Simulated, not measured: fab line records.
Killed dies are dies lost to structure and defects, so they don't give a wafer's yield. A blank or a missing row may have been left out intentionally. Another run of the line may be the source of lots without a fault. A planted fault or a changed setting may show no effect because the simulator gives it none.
2 desks looking at one fault ; flow sky130 ; each desk holds nothing but its own numbers, with what lay behind them at the end

AT THE TOOL OWNER'S DESK: lithoTrack-04
The tool's own readings at SKY_METAL1_DEVELOP_14 (develop time 60 s): means of the sampled wafers that have a number, for each lot that ran on this tool. The brackets show how far a lot's mean lies from the usual mean; more than 4 standard deviations puts the lot out of limits, marked OUT.
Columns: A = developerTempC at SKY_METAL1_DEVELOP_14, usual 21.00 C
lot;first seen here;A
L812;day 35 23:00;20.88
L815;day 36 20:00;21.05
L816;day 37 08:00;21.04
L820;day 38 12:00;20.42 (-5.2) OUT
L821;day 38 19:00;20.46 (-4.9) OUT
L824;day 39 13:00;20.40 (-5.5) OUT
This desk's finding: out of limits on L820, L821, L824; first on L820, day 38 12:00 (developerTempC at SKY_METAL1_DEVELOP_14). L812, L815, L816 stayed within limits.

AT THE METROLOGY DESK
What the gauges read, lot by lot, whatever tool the lot ran on: means of the sampled wafers that have a number. The brackets show how far a lot's mean lies from the usual mean; more than 4 standard deviations puts the lot out of limits, marked OUT.
Columns: A = METAL1_ALCU_RS at SKY_METAL1_RS_MEAS_05, usual 0.1260 ohm/sq
lot;first seen here;A
L802;day 31 17:08;0.1269
L803;day 32 03:11;0.1266
L804;day 32 12:25;0.1248
L812;day 34 21:40;0.1258
L814;day 35 14:43;0.1260
L815;day 35 18:46;0.1272
L816;day 36 05:44;0.1239
L819;day 37 05:13;0.1271
L820;day 37 10:22;0.1251
L821;day 37 18:13;0.1281
L823;day 38 09:29;0.1265
L824;day 38 12:06;0.1234
This desk found nothing out of limits on any of the 12 lots.

BROUGHT TOGETHER
At day 38 12:00, on L820, L821, L824, the tool owner's desk was in a position to raise an alarm.
From the metrology desk's view, nothing was out of limits.
The metrology desk holds a record of L820, L821, L824, inside its limits.
The lots listed all ran SKY_METAL1_DEVELOP_14 on lithoTrack-04.

WHAT THE SIMULATOR HAD PUT IN
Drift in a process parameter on lithoTrack-04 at SKY_METAL1_DEVELOP_14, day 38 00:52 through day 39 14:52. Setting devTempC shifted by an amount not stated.
Shown lots that were struck: L820, L821, L824.
Hours from the fault's start to each desk's first reading out of limits: the tool owner's desk, 11.
